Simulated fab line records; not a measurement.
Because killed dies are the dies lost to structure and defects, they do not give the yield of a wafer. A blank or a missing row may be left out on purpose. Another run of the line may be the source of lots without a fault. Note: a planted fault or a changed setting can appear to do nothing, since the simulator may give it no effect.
fab line records	flow sky130
[record] lots = 6	wafers = 17	last_day = 52
route steps=708 shown CONTACT@424 METAL1@434 PAD_OPEN@708
lots with no fault: from the same line, run without faults
start_h: start of the lot's first displayed wafer, in hours after the record's first day	wait_h: hours elapsed since this lot's preceding step	" as in the row above	L1.1+2: a single row standing in for several wafers	- value missing, or start not given	* or withheld: withheld	< > ~ a bound
route shown NAME@n: NAME is a module with steps in the file, n the number in the route of the first one	usual: mean and standard deviation over wafers with no fault	same: alike in all rows	chamber/n: place in a boat	sites: each site's reading	_std_site: standard deviation across them	_edge_site: mean of outer sites minus mean of inner sites	radius_mm: for every site, how far away it sits from the centre of the wafer	mask NAME#n: copy n	behind: the tool/chamber that last shaped the wafer	hold: why the lot went on hold/how many hours it stayed there/how the hold came to an end	device: transistor that didn't switch, given as n, p or np	end of line: tests run on the same wafers once the route is complete	a step without rows: its recipe alone	killed: at the first sort, the dies lost to defects and structure; wafer yield is something else	map: a wafer's dies, x killed, . not, _ none there
set.NAME: the setting as run; set.NAME@STEP: as run at that earlier step	model.NAME: the simulator's own value behind a step, which no gauge read
lots seen at some steps along the route; tables by step, rows by wafer
services: when a tool's chamber went out of use (start_h, in hours from the record's first day, below 0 if earlier), for how many hours, and the reason
[[steps]]
[step SKY_CONTACT_ETCH_18]
[recipe] target = Si3N4	chemistry = CHF3/O2	stop_on = TiN	source_w = 600	bias_w = 200	pressure_mtorr = 40	chf3_flow_sccm = 50	O2_flow_sccm = 5	time_s = 39	target_depth_a = 750
[usual] bias_w = 200.1/0.61	drypump_motor_current_A = 5.7/0.57	oes_product_au = 0.859/0.0094	throttle_valve_pct = 8.794/0.0093
lot.wafer	tool	chamber	start_h	wait_h	bias_w	drypump_motor_current_A	oes_product_au	rf_hours_counter_h	throttle_valve_pct
L645.1	rie_diel-03	1	-	-	199.2	6.4	0.851	10	8.787
L645.3	"	3	"	"	199.6	6.3	0.838	20	8.786
L645.6	"	1	"	"	200.5	6.5	0.845	-	8.787
L646.1	rie_diel-01	2	-	-	199.6	5.5	0.863	14	8.788
L646.4	"	1	"	"	199.7	5.8	0.880	20	8.800
L646.5	"	3	"	"	200.9	5.0	0.873	-	8.808
L648.4	rie_diel-01	1	-	-	199.4	5.8	0.864	20	8.799
L648.5	"	2	"	"	200.6	5.5	0.860	-	8.778
L648.6	"	1	"	"	200.5	5.8	0.865	-	8.803
L651.2	rie_diel-03	2	-	-	199.9	4.9	0.857	6	8.789
L651.6	"	3	"	"	200.7	6.3	0.859	-	8.794
L656.1	rie_diel-03	2	-	-	200.2	4.9	0.858	6	8.807
L656.2	"	1	"	"	200.7	6.4	0.862	11	8.799
L656.4	"	3	"	"	200.7	6.3	0.873	21	8.784
L661.3	rie_diel-04	3	-	-	200.1	6.1	0.843	10	8.783
L661.5	"	0	"	"	200.1	5.6	0.869	-	8.778
L661.6	"	3	"	"	199.7	6.1	0.873	-	8.786
[step SKY_CONTACT_STRIP_19]
[recipe] chemistry = O2/N2	power_w = 1400	pressure_mtorr = 1500	platen_temp_c = withheld	o2_flow_sccm = 3000	n2_flow_sccm = 300	overash_fraction = 0.5
[step SKY_CONTACT_STRIP_20]
[recipe] chemistry = post_etch_residue_remover	time_s = 1200	temp_c = 72.5
[step SKY_CONTACT_CLEAN_21]
[recipe] chemistry = IPA	time_s = 180	temp_c = 25
[step SKY_CONTACT_CLEAN_22]
[recipe] chemistry = O3/DIW	dry = n2_spin
[step SKY_CONTACT_SPUTTER_23]
[recipe] material = TiN	target_thk_nm = 20	chamber_pressure_pa = 5	power_w = 4000	time_s = 80
[usual] throttle_valve_pct = 29.4/1
lot.wafer	tool	chamber	start_h	wait_h	throttle_valve_pct
L645.1	pvd_sputter-03	-	783.82	0.0	28.1
L645.3	"	-	"	"	29.5
L645.6	"	-	"	"	30.2
L646.1	pvd_sputter-03	-	794.17	0.0	28.0
L646.4	"	-	"	"	30.4
L646.5	"	-	"	"	30.2
L648.4	pvd_sputter-01	-	798.08	0.0	29.2
L648.5	"	-	"	"	28.2
L648.6	"	-	"	"	28.6
L651.2	pvd_sputter-04	-	799.37	0.0	28.9
L651.6	"	-	"	"	29.7
L656.1	pvd_sputter-04	-	804.15	0.0	29.4
L656.2	"	-	"	"	29.7
L656.4	"	-	"	"	29.7
L661.3	pvd_sputter-03	-	944.06	0.0	30.4
L661.5	"	-	"	"	28.0
L661.6	"	-	"	"	29.4
[step SKY_CONTACT_CVD_24]
[recipe] material = W	target_thk_nm = 340	time_s = 102.12	temp_c = 400	pressure_torr = 40
[step SKY_CONTACT_RS_MEAS_25]
[recipe] thk_meas_gauge = four-point-probe	reads = W_of_CONTACT_CVD_24+TiN_of_CONTACT_SPUTTER_23
[usual] CONTACT_W_RS = 0.338/0.0037
lot.wafer	tool	chamber	start_h	wait_h	CONTACT_W_RS[ohm/sq]
L645.1	film_metro-04	-	783.99	0.1	0.333
L645.3	"	-	"	"	0.337
L645.6	"	-	"	"	0.339
L646.1	film_metro-04	-	794.35	0.1	0.337
L646.4	"	-	"	"	0.339
L646.5	"	-	"	"	0.339
L648.4	film_metro-04	-	798.28	0.1	0.338
L648.5	"	-	"	"	0.344
L648.6	"	-	"	"	0.340
L651.2	film_metro-04	-	799.56	0.1	0.343
L651.6	"	-	"	"	0.341
L656.1	film_metro-04	-	804.32	0.1	0.338
L656.2	"	-	"	"	0.336
L656.4	"	-	"	"	0.341
L661.3	film_metro-02	-	944.27	0.1	0.335
L661.5	"	-	"	"	0.333
L661.6	"	-	"	"	0.334
[step SKY_CONTACT_THK_MEAS_26]
[recipe] thk_meas_gauge = xrf	reads = W_of_CONTACT_CVD_24
[usual] CONTACT_W_THK = 331/4.4
lot.wafer	tool	chamber	start_h	wait_h	CONTACT_W_THK[nm]
L645.1	film_metro-04	-	784.11	0.1	338
L645.3	"	-	"	"	334
L645.6	"	-	"	"	332
L646.1	film_metro-04	-	794.47	0.1	333
L646.4	"	-	"	"	332
L646.5	"	-	"	"	333
L648.4	film_metro-04	-	798.37	0.1	333
L648.5	"	-	"	"	327
L648.6	"	-	"	"	331
L651.2	film_metro-04	-	799.67	0.1	327
L651.6	"	-	"	"	331
L656.1	film_metro-04	-	804.44	0.1	333
L656.2	"	-	"	"	335
L656.4	"	-	"	"	332
L661.3	film_metro-02	-	944.37	0.1	332
L661.5	"	-	"	"	331
L661.6	"	-	"	"	332
[step SKY_CONTACT_CMP_27]
[recipe] stop_on = SiO2	t_overpolish_s = 15	down_force_psi = 3.5	platen_rpm = 60	target_thk_nm = 0	pad_velocity_m_s = 0.94248
[step SKY_METAL1_SPUTTER_00]
[recipe] material = Ti	target_thk_nm = 15	power_w = 3000	time_s = 10	chamber_pressure_pa = 0.4
[step SKY_METAL1_SPUTTER_01]
[recipe] material = TiN	target_thk_nm = 20	power_w = 6500	time_s = 16.7	chamber_pressure_pa = 0.4
[step SKY_METAL1_SPUTTER_02]
[recipe] material = AlCu	target_thk_nm = 250	power_w = 10600	time_s = 13.3	chamber_pressure_pa = 0.4
[usual] throttle_valve_pct = 29.4/0.89
lot.wafer	tool	chamber	start_h	wait_h	throttle_valve_pct	model.AlCu_of_METAL1_SPUTTER_02.thk_nm
L645.1	pvd_sputter-02	-	784.52	0.0	30.5	250.4
L645.3	"	-	"	"	28.7	248.8
L645.6	"	-	"	"	30.5	251
L646.1	pvd_sputter-01	-	794.90	0.0	29.9	248.2
L646.4	"	-	"	"	29.1	247.6
L646.5	"	-	"	"	28.6	247.2
L648.4	pvd_sputter-01	-	798.76	0.0	28.2	247.3
L648.5	"	-	"	"	28.6	244.6
L648.6	"	-	"	"	28.9	182.9
L651.2	pvd_sputter-01	-	800.07	0.0	29.2	187.1
L651.6	"	-	"	"	28.2	190.9
L656.1	pvd_sputter-02	-	804.85	0.0	29.6	246.5
L656.2	"	-	"	"	30.1	251.6
L656.4	"	-	"	"	30.7	250.9
L661.3	pvd_sputter-03	-	944.76	0.0	29.3	248.9
L661.5	"	-	"	"	30.3	252.2
L661.6	"	-	"	"	28.2	247.3
[step SKY_METAL1_SPUTTER_03]
[recipe] material = Ti	target_thk_nm = 5	power_w = 3000	time_s = 3.3	chamber_pressure_pa = 0.4
[step SKY_METAL1_SPUTTER_04]
[recipe] material = TiN	target_thk_nm = 70	power_w = 6500	time_s = 58.3	chamber_pressure_pa = 0.4
[usual] throttle_valve_pct = 29.4/0.89
lot.wafer	tool	chamber	start_h	wait_h	throttle_valve_pct
L645.1	pvd_sputter-02	-	784.57	0.0	30.8
L645.3	"	-	"	"	28.3
L645.6	"	-	"	"	30.6
L646.1	pvd_sputter-01	-	794.94	0.0	29.9
L646.4	"	-	"	"	28.9
L646.5	"	-	"	"	28.6
L648.4	pvd_sputter-01	-	798.82	0.0	28.2
L648.5	"	-	"	"	28.9
L648.6	"	-	"	"	29.2
L651.2	pvd_sputter-01	-	800.12	0.0	29.2
L651.6	"	-	"	"	28.4
L656.1	pvd_sputter-02	-	804.89	0.0	29.7
L656.2	"	-	"	"	29.9
L656.4	"	-	"	"	30.5
L661.3	pvd_sputter-03	-	944.80	0.0	29.1
L661.5	"	-	"	"	30.4
L661.6	"	-	"	"	28.3
[step SKY_METAL1_RS_MEAS_05]
[recipe] thk_meas_gauge = four-point-probe	reads = TiN_of_METAL1_SPUTTER_04+Ti_of_METAL1_SPUTTER_03+AlCu_of_METAL1_SPUTTER_02+TiN_of_METAL1_SPUTTER_01+Ti_of_METAL1_SPUTTER_00
[usual] METAL1_ALCU_RS = 0.1270/0.0016
lot.wafer	tool	chamber	start_h	wait_h	hold	METAL1_ALCU_RS[ohm/sq]
L645.1	film_metro-03	-	784.61	0.0	-	0.1265
L645.3	"	-	"	"	-	0.1272
L645.6	"	-	"	"	-	0.1262
L646.1	film_metro-02	-	794.99	0.0	-	0.1275
L646.4	"	-	"	"	-	0.1281
L646.5	"	-	"	"	-	0.1279
L648.4	film_metro-02	-	798.90	0.1	await_dispo/0.2h/release	0.1279
L648.5	"	-	"	"	await_dispo/0.2h/release	0.1293
L648.6	"	-	"	"	await_dispo/0.2h/release	0.1753
L648.4	film_metro-02	-	799.19	0.3	-	0.1282
L648.5	"	-	"	"	-	0.1294
L648.6	"	-	"	"	-	0.1755
L651.2	film_metro-03	-	800.18	0.0	await_dispo/0.2h/release	0.1714
L651.6	"	-	"	"	await_dispo/0.2h/release	0.1679
L651.2	film_metro-03	-	800.47	0.3	-	0.1716
L651.6	"	-	"	"	-	0.1679
L656.1	film_metro-03	-	804.94	0.0	-	0.1287
L656.2	"	-	"	"	-	0.1258
L656.4	"	-	"	"	-	0.1265
L661.3	film_metro-03	-	944.89	0.1	-	0.1274
L661.5	"	-	"	"	-	0.1258
L661.6	"	-	"	"	-	0.1282
[step SKY_METAL1_THK_MEAS_06]
[recipe] thk_meas_gauge = xrf	reads = AlCu_of_METAL1_SPUTTER_02
[usual] METAL1_ALCU_THK = 245.9/3
lot.wafer	tool	chamber	start_h	wait_h	hold	METAL1_ALCU_THK[nm]
L645.1	film_metro-03	-	784.73	0.1	-	246.4
L645.3	"	-	"	"	-	242.2
L645.6	"	-	"	"	-	246.6
L646.1	film_metro-02	-	795.11	0.1	-	244.9
L646.4	"	-	"	"	-	244.1
L646.5	"	-	"	"	-	244.6
L648.4	film_metro-02	-	801.89	2.7	await_dispo/0.2h/release	243.3
L648.5	"	-	"	"	await_dispo/0.2h/release	241.7
L648.6	"	-	"	"	await_dispo/0.2h/release	180.4
L648.4	film_metro-02	-	802.19	0.3	-	245.1
L648.5	"	-	"	"	-	240.8
L648.6	"	-	"	"	-	181.2
L656.1	film_metro-03	-	805.06	0.1	-	243.8
L656.2	"	-	"	"	-	248.9
L656.4	"	-	"	"	-	246.0
L651.2	film_metro-03	-	805.86	5.4	await_dispo/0.2h/release	184.4
L651.6	"	-	"	"	await_dispo/0.2h/release	186.6
L651.2	film_metro-03	-	806.09	0.2	-	182.4
L651.6	"	-	"	"	-	188.5
L661.3	film_metro-03	-	944.99	0.1	-	245.7
L661.5	"	-	"	"	-	249.0
L661.6	"	-	"	"	-	241.7
[step SKY_METAL1_HMDS_08]
[recipe] prime_time_s = 60	prime_temp_c = 120
[step SKY_METAL1_COAT_09]
[recipe] resist = BARC	temp_c = withheld	time_s = withheld	spin_rpm = 3000	resist_thk_nm = 60
[step SKY_METAL1_COAT_10]
[recipe] resist = KrF-thick	spin_rpm = 3000	resist_thk_nm = 450
[step SKY_METAL1_SOFTBAKE_11]
[recipe] temp_c = 100	time_s = 90	resist = KrF-thick
[step SKY_METAL1_EXPOSE_12]
[recipe] mask_id = MM1	na = 0.8	source_shape = annular	sigma_inner = 0.55	sigma_outer = 0.85	target_cd_nm = 140	dose_mj = 28
[step SKY_METAL1_PEB_13]
[recipe] peb_temp_c = withheld	peb_time_s = withheld	resist = KrF-thick
[step SKY_METAL1_DEVELOP_14]
[recipe] develop_time_s = 60	resist = KrF-thick	dev_temp_c = 21
[step SKY_METAL1_CD_MEAS_15]
[recipe] target_cd_nm = 140
[usual] cd_nm = 139.4/1.5
lot.wafer	tool	chamber	start_h	wait_h	cd_nm
L645.1	cd_sem-02	-	810.82	-	141.0
L645.3	"	-	"	"	140.3
L645.6	"	-	"	"	139.1
L646.1	cd_sem-01	-	821.65	-	139.3
L646.4	"	-	"	"	138.5
L646.5	"	-	"	"	138.8
L648.4	cd_sem-02	-	825.78	-	140.0
L648.5	"	-	"	"	139.0
L648.6	"	-	"	"	138.8
L651.2	cd_sem-01	-	827.52	-	138.7
L651.6	"	-	"	"	139.3
L656.1	cd_sem-02	-	832.27	-	139.5
L656.2	"	-	"	"	139.5
L656.4	"	-	"	"	139.8
L661.3	cd_sem-02	-	971.06	-	139.4
L661.5	"	-	"	"	136.5
L661.6	"	-	"	"	137.1
[step SKY_METAL1_OVL_MEAS_16]
[usual] METAL1_OVL = -1/7.3
lot.wafer	tool	chamber	start_h	wait_h	METAL1_OVL[nm]
L645.1	overlay-01	-	810.94	0.1	-3
L645.3	"	-	"	"	9
L645.6	"	-	"	"	7
L646.1	overlay-02	-	821.77	0.1	-6
L646.4	"	-	"	"	5
L646.5	"	-	"	"	-5
L648.4	overlay-02	-	825.86	0.1	8
L648.5	"	-	"	"	-4
L648.6	"	-	"	"	0
L651.2	overlay-01	-	827.62	0.1	7
L651.6	"	-	"	"	12
L656.1	overlay-01	-	832.39	0.1	-4
L656.2	"	-	"	"	-4
L656.4	"	-	"	"	-5
L661.3	overlay-02	-	971.15	0.1	-21
L661.5	"	-	"	"	-18
L661.6	"	-	"	"	-7
[step SKY_METAL1_DESCUM_17]
[recipe] chemistry = O2	source_power_w = 150	bias_power_w = 0	pressure_mtorr = 10	temp_c = 40	time_s = 8
[usual] drypump_motor_current_A = 5.5/0.31	oes_product_au = 1.002/0.015
lot.wafer	tool	chamber	start_h	wait_h	drypump_motor_current_A	oes_product_au	rf_hours_counter_h
L645.1	rie_metal-04	1	810.98	0.0	5.7	0.998	13
L645.3	"	1	"	"	5.8	1.001	-
L645.6	"	0	"	"	5.9	0.982	-
L646.1	rie_metal-01	0	821.80	0.0	5.1	0.989	13
L646.4	"	1	"	"	5.3	1.022	-
L646.5	"	0	"	"	5.1	1.006	-
L648.4	rie_metal-04	0	825.88	0.0	5.9	0.978	-
L648.5	"	0	"	"	5.9	0.962	-
L648.6	"	1	"	"	5.7	1.006	-
L651.2	rie_metal-01	0	827.65	0.0	5.1	0.986	13
L651.6	"	1	"	"	5.2	1.023	-
L656.1	rie_metal-01	1	832.42	0.0	5.2	1.020	7
L656.2	"	1	"	"	5.2	1.013	-
L656.4	"	1	"	"	5.2	1.015	-
L661.3	rie_metal-04	1	971.19	0.0	5.7	1.023	-
L661.5	"	1	"	"	5.7	1.027	-
L661.6	"	0	"	"	5.9	0.984	-
[step SKY_METAL1_ETCH_18]
[recipe] chemistry = N2/H2	target = BARC	ion_energy_ev = 200	bias_w = 100	pressure_mtorr = 30	n2_flow_sccm = 100	h2_flow_sccm = 200	icp_w = 500	stop_on = SiO2	time_s = 45.9	target_depth_a = 600
[usual] bias_w = 99.96/0.26	drypump_motor_current_A = 5.5/0.31	oes_product_au = 0.854/0.0049	throttle_valve_pct = 13.225/0.0094
lot.wafer	tool	chamber	start_h	wait_h	bias_w	drypump_motor_current_A	oes_product_au	rf_hours_counter_h	throttle_valve_pct
L645.1	rie_metal-04	1	811.01	0.0	99.31	5.7	0.860	13	13.217
L645.3	"	1	"	"	99.23	5.7	0.854	-	13.240
L645.6	"	0	"	"	99.86	5.9	0.864	-	13.226
L646.1	rie_metal-01	0	821.83	0.0	100.07	5.0	0.848	13	13.243
L646.4	"	1	"	"	99.97	5.2	0.855	-	13.232
L646.5	"	0	"	"	99.88	5.0	0.851	-	13.232
L648.4	rie_metal-04	0	825.93	0.0	100.30	5.9	0.859	-	13.224
L648.5	"	0	"	"	100.20	5.9	0.860	-	13.234
L648.6	"	1	"	"	100.07	5.7	0.851	-	13.222
L651.2	rie_metal-01	0	827.68	0.0	99.96	5.1	0.854	13	13.235
L651.6	"	1	"	"	99.77	5.2	0.851	-	13.229
L656.1	rie_metal-01	1	832.49	0.1	99.94	5.3	0.857	7	13.219
L656.2	"	1	"	"	99.75	5.3	0.863	-	13.221
L656.4	"	1	"	"	100.09	5.3	0.864	-	13.239
L661.3	rie_metal-04	1	971.23	0.0	99.88	5.7	0.851	-	13.228
L661.5	"	1	"	"	99.78	5.7	0.858	-	13.220
L661.6	"	0	"	"	100.16	5.9	0.859	-	13.225
[step SKY_METAL1_METAL_ETCH_19]
[recipe] target_depth_a = 3600	stop_on = SiO2	over_etch_frac = 0.3	time_s = 78	chemistry = Cl2/BCl3	resist_sidewall_deg = 88	pressure_mtorr = 10	icp_w = 900	bias_w = 48.5	Cl2_flow_sccm = 60	bcl3_flow_sccm = 30
[usual] bias_w = 48.49/0.15	drypump_motor_current_A = 5.5/0.31	oes_product_au = 0.853/0.0063	throttle_valve_pct = 22.265/0.0094
lot.wafer	tool	chamber	start_h	wait_h	bias_w	drypump_motor_current_A	oes_product_au	rf_hours_counter_h	throttle_valve_pct
L645.1	rie_metal-04	1	811.07	0.0	48.66	5.7	0.851	13	22.276
L645.3	"	1	"	"	48.46	5.7	0.858	-	22.258
L645.6	"	0	"	"	48.16	5.9	0.858	-	22.259
L646.1	rie_metal-01	0	821.90	0.0	48.58	5.1	0.852	13	22.272
L646.4	"	1	"	"	48.31	5.2	0.847	-	22.271
L646.5	"	0	"	"	48.32	5.1	0.852	-	22.258
L648.4	rie_metal-04	0	826.00	0.1	48.64	5.9	0.843	-	22.267
L648.5	"	0	"	"	48.61	5.9	0.844	-	22.263
L648.6	"	1	"	"	48.52	5.8	0.791	-	22.271
L651.2	rie_metal-01	0	827.75	0.0	48.27	5.0	0.797	13	22.265
L651.6	"	1	"	"	48.51	5.3	0.798	-	22.265
L656.1	rie_metal-01	1	832.61	0.1	48.42	5.2	0.847	7	22.268
L656.2	"	1	"	"	48.52	5.3	0.863	-	22.265
L656.4	"	1	"	"	48.60	5.2	0.854	-	22.260
L661.3	rie_metal-04	1	971.30	0.1	48.39	5.7	0.848	-	22.264
L661.5	"	1	"	"	48.52	5.7	0.859	-	22.249
L661.6	"	0	"	"	48.47	5.9	0.850	-	22.267
[step SKY_METAL1_STRIP_20]
[recipe] chemistry = O2/N2	power_w = 1400	pressure_mtorr = 1500	platen_temp_c = withheld	o2_flow_sccm = 3000	n2_flow_sccm = 300	overash_fraction = 0.5
[step SKY_PAD_OPEN_PROBE_99]
[usual] defect_limited_yield = 82.5/1.8	killed_at_M0_to_M3 = 45/6.3	killed_at_M4_up = 2.8/1.6	killed_at_contacts = 24/5.1	killed_at_front_end = 14/4.4	killed_at_other = 0.4/0.73	killed_dies = 86/9	killed_open = 47/7.8	killed_short = 39/6.6	sort_bin_3_pad_short = 0.8/0.42	sort_bin_5_function = 10.3/1.4	sort_bin_6_memory = 6.3/1.2	sort_n_pass = 406/9	sort_yield_pct = 82.5/1.8
[same] gross_dies = 492	killed_at_back_side = 0	sort_bin_4_leakage[%] = 0	sort_bin_8_speed[%] = 0
lot.wafer	tool	chamber	start_h	wait_h	defect_limited_yield[%]	killed_at_M0_to_M3	killed_at_M4_up	killed_at_contacts	killed_at_front_end	killed_at_other	killed_dies	killed_open	killed_short	sort_bin_3_pad_short[%]	sort_bin_5_function[%]	sort_bin_6_memory[%]	sort_n_pass	sort_yield_pct[%]	model.etest.met1.line_ohm_um	model.etest.met1.rs_ohm_sq
L645.1	prober-01	-	1126.21	0.1	85.6	34	2	23	12	0	71	39	32	0.8	8.5	5.1	421	85.6	0.923	0.1276
L645.3	prober-01	-	1126.31	0.2	82.5	41	4	29	12	0	86	43	43	0.8	9.8	6.9	406	82.5	0.9306	0.1285
L645.6	prober-01	-	1126.46	0.2	81.3	42	2	30	18	0	92	48	44	1.0	11.4	6.3	400	81.3	0.9054	0.1281
L646.1	prober-01	-	1134.95	0.1	82.9	37	2	31	14	0	84	53	31	0.6	10.2	6.3	408	82.9	0.9261	0.1297
L646.4	prober-01	-	1135.10	0.2	83.1	37	3	28	15	0	83	49	34	0.2	11.4	5.3	409	83.1	0.9659	0.1305
L646.5	prober-01	-	1135.15	0.2	78.3	56	3	31	17	0	107	53	54	1.2	13.2	7.3	385	78.3	0.9398	0.1304
L648.4	prober-02	-	1138.25	0.2	80.1	53	3	18	24	0	98	52	46	0.4	11.8	7.7	394	80.1	0.9093	0.1307
L648.5	prober-02	-	1138.30	0.2	82.7	43	4	21	17	0	85	50	35	0.6	10.4	6.3	407	82.7	0.9007	0.132
L648.6	prober-02	-	1138.35	0.2	82.7	49	1	16	18	1	85	45	40	0.4	11.0	5.9	407	82.7	1.263	0.1775
L651.2	prober-02	-	1139.65	0.1	83.7	41	2	22	15	0	80	41	39	0.8	8.7	6.7	412	83.7	1.268	0.1742
L651.6	prober-02	-	1139.85	0.2	82.7	41	3	24	17	0	85	47	37	0.6	10.2	6.5	407	82.7	1.256	0.171
L656.1	prober-01	-	1145.29	0.1	85.4	42	4	15	11	0	72	42	30	0.2	9.3	5.1	420	85.4	0.9463	0.1299
L656.2	prober-01	-	1145.34	0.1	84.8	33	3	21	18	0	75	39	35	1.2	8.1	5.9	417	84.8	0.9476	0.128
L656.4	prober-01	-	1145.44	0.2	80.5	50	1	29	16	0	96	50	46	0.6	11.6	7.3	396	80.5	0.9351	0.1261
L661.3	prober-01	-	1237.53	0.2	79.5	53	5	33	10	0	101	58	43	0.8	12.6	7.1	391	79.5	0.9265	0.1293
L661.5	prober-01	-	1237.63	0.2	81.7	44	6	24	14	2	90	61	27	0	10.8	7.5	402	81.7	0.9308	0.1264
L661.6	prober-01	-	1237.68	0.2	82.7	48	2	19	13	3	85	48	35	0.8	7.9	8.5	407	82.7	0.9528	0.1307
// killed by level:class
L645.1 VIA1:geometric_particle:open=9 CONTACT:geometric_particle:open=8 LI_CONTACT:geometric_particle:open=8 VIA3:geometric_particle:open=6 CONTACT:geometric_particle:short=5 FIELD_ISO:geometric_particle:short=4 FIELD_ISO:geometric_particle:open=3 METAL1:geometric_particle:short=3
L645.3 VIA1:geometric_particle:short=12 VIA1:geometric_particle:open=10 CONTACT:geometric_particle:open=9 CONTACT:geometric_particle:short=7 LI_CONTACT:geometric_particle:open=6 FIELD_ISO:geometric_particle:open=5 METAL1:geometric_particle:short=4 FIELD_ISO:geometric_particle:short=3
L645.6 CONTACT:geometric_particle:open=12 METAL2:geometric_particle:short=12 LI_CONTACT:geometric_particle:open=7 POLY_GATE:geometric_particle:open=6 POLY_GATE:geometric_particle:short=6 VIA3:geometric_particle:open=5 CONTACT:geometric_particle:short=4 METAL1:geometric_particle:short=4
L646.1 VIA1:geometric_particle:open=13 CONTACT:geometric_particle:open=11 LI_CONTACT:geometric_particle:open=9 POLY_GATE:geometric_particle:open=6 METAL1:geometric_particle:short=5 LI_CONTACT:geometric_particle:short=4 LOCAL_INTERCONNECT:geometric_particle:short=4 VIA2:geometric_particle:open=4
L646.4 VIA1:geometric_particle:open=14 CONTACT:geometric_particle:open=10 FIELD_ISO:geometric_particle:short=9 LI_CONTACT:geometric_particle:open=8 CONTACT:geometric_particle:short=6 VIA2:geometric_particle:open=6 FIELD_ISO:geometric_particle:open=3 METAL1:geometric_particle:short=3
L646.5 CONTACT:geometric_particle:open=11 VIA1:geometric_particle:open=8 VIA3:geometric_particle:open=8 METAL1:geometric_particle:short=7 METAL3:geometric_particle:short=7 FIELD_ISO:geometric_particle:short=6 LI_CONTACT:geometric_particle:open=6 VIA2:geometric_particle:open=6
L648.4 VIA1:geometric_particle:open=11 VIA2:geometric_particle:open=8 METAL1:geometric_particle:short=7 POLY_GATE:geometric_particle:open=6 VIA3:geometric_particle:open=6 LI_CONTACT:geometric_particle:open=5 METAL2:geometric_particle:short=5 METAL3:geometric_particle:short=5
L648.5 CONTACT:geometric_particle:open=12 VIA1:geometric_particle:open=9 VIA3:geometric_particle:open=7 POLY_GATE:geometric_particle:open=7 METAL2:geometric_particle:short=7 LOCAL_INTERCONNECT:geometric_particle:short=5 METAL1:geometric_particle:short=5 POLY_GATE:geometric_particle:short=4
L648.6 VIA3:geometric_particle:open=7 LI_CONTACT:geometric_particle:open=6 CONTACT:geometric_particle:open=6 VIA1:geometric_particle:open=6 METAL2:geometric_particle:short=6 POLY_GATE:geometric_particle:short=5 POLY_GATE:geometric_particle:open=5 VIA1:geometric_particle:short=5
L651.2 FIELD_ISO:geometric_particle:short=7 CONTACT:geometric_particle:open=7 VIA2:geometric_particle:open=7 VIA3:geometric_particle:open=7 LI_CONTACT:geometric_particle:open=6 METAL3:geometric_particle:short=6 VIA1:geometric_particle:open=5 POLY_GATE:geometric_particle:short=4
L651.6 VIA1:geometric_particle:open=10 LI_CONTACT:geometric_particle:open=8 FIELD_ISO:geometric_particle:short=7 VIA2:geometric_particle:open=7 METAL1:geometric_particle:short=6 CONTACT:geometric_particle:open=6 VIA3:geometric_particle:open=5 VIA1:geometric_particle:short=4
L656.1 VIA1:geometric_particle:open=16 LI_CONTACT:geometric_particle:open=5 FIELD_ISO:geometric_particle:short=4 METAL3:geometric_particle:short=4 LOCAL_INTERCONNECT:geometric_particle:short=4 CONTACT:geometric_particle:open=4 METAL1:geometric_particle:short=4 VIA3:geometric_particle:open=4
L656.2 LI_CONTACT:geometric_particle:open=8 FIELD_ISO:geometric_particle:short=7 VIA3:geometric_particle:open=6 CONTACT:geometric_particle:short=5 VIA2:geometric_particle:open=5 METAL1:geometric_particle:short=4 VIA1:geometric_particle:open=4 FIELD_ISO:geometric_particle:open=3
L656.4 LI_CONTACT:geometric_particle:open=9 CONTACT:geometric_particle:open=9 VIA3:geometric_particle:short=9 METAL2:geometric_particle:short=8 VIA3:geometric_particle:open=7 VIA1:geometric_particle:open=6 VIA2:geometric_particle:open=6 FIELD_ISO:geometric_particle:open=5
L661.3 VIA1:geometric_particle:open=20 CONTACT:geometric_particle:open=13 LI_CONTACT:geometric_particle:open=6 CONTACT:geometric_particle:short=6 VIA3:geometric_particle:open=6 LI_CONTACT:geometric_particle:short=5 METAL1:geometric_particle:short=5 VIA1:geometric_particle:short=5
L661.5 VIA1:geometric_particle:open=17 CONTACT:geometric_particle:open=12 LI_CONTACT:geometric_particle:open=7 VIA3:geometric_particle:open=6 VIA2:geometric_particle:open=6 METAL4:geometric_particle:short=5 FIELD_ISO:geometric_particle:open=4 POLY_GATE:geometric_particle:short=4
L661.6 VIA1:geometric_particle:open=13 VIA2:geometric_particle:open=9 CONTACT:geometric_particle:open=8 METAL1:geometric_particle:short=6 VIA3:geometric_particle:open=6 FIELD_ISO:geometric_particle:open=4 METAL2:geometric_particle:short=4 POLY_GATE:geometric_particle:open=3
[[services]]
tool	chamber	start_h	hours	kind
pvd_sputter-02	-	766.46	1.8	repair
pvd_sputter-04	-	774.07	4.7	repair
rie_diel-04	-	790.00	60.6	repair
rie_diel-04	2	791.94	9.3	repair
rie_diel-01	3	799.99	11.3	repair
rie_metal-01	-	824.85	2.8	pm
rie_metal-01	0	829.20	5.3	repair
rie_metal-04	0	860.98	3.8	repair
rie_metal-01	0	865.24	-	clean
rie_metal-01	0	865.24	18.4	scheduled_down
rie_metal-01	0	865.24	18.4	vent_cycle
rie_diel-01	-	865.96	28.1	pm
rie_metal-01	-	869.76	0.3	repair
rie_metal-01	-	889.09	1.4	pm
rie_metal-01	-	903.75	2.5	repair
rie_metal-04	1	903.95	-	clean
rie_metal-04	1	903.95	30.2	scheduled_down
rie_metal-04	1	903.95	30.2	vent_cycle
rie_diel-01	3	913.95	52.3	repair
rie_diel-01	2	918.30	4.0	repair
pvd_sputter-02	-	937.61	0.6	repair
pvd_sputter-04	-	938.79	2.2	repair
rie_diel-04	-	956.41	1.5	repair
rie_diel-03	1	957.67	6.3	repair
[[key]]
[first_sign] step = SKY_METAL1_RS_MEAS_05	reading = visit	direction = added
[effect] step = SKY_METAL1_RS_MEAS_05	reading = METAL1_ALCU_RS	direction = up	sigmas = 29	usual = 0.1270	struck = 0.1715
[effect] step = SKY_METAL1_THK_MEAS_06	reading = visit	direction = added
[effect] step = SKY_METAL1_THK_MEAS_06	reading = METAL1_ALCU_THK	direction = down	sigmas = 21	usual = 245.9	struck = 183.8
[effect] step = SKY_METAL1_METAL_ETCH_19	reading = oes_product_au	direction = down	sigmas = 9.1	usual = 0.853	struck = 0.795
[model_effect] step = SKY_METAL1_SPUTTER_02	value = AlCu_of_METAL1_SPUTTER_02.thk_nm	without = 247.4	struck = 187
[model_effect] step = SKY_PAD_OPEN_PROBE_99	value = etest.met1.line_ohm_um	without = 0.9425	struck = 1.263
met_at SKY_METAL1_SPUTTER_02
struck_wafers L648.6,L651.2,L651.6
onset_between 794.90 798.76
[fault] kind = process_parameter_drift	tool = pvd_sputter-01	chamber = -	onset_h = 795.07	steps = SKY_METAL1_SPUTTER_02	channel = target_thk_nm	offset = -60.477	shape = step	end_h = 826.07	scope = struck_wafers_only	acts_in = these_recipes_only	stated = 250
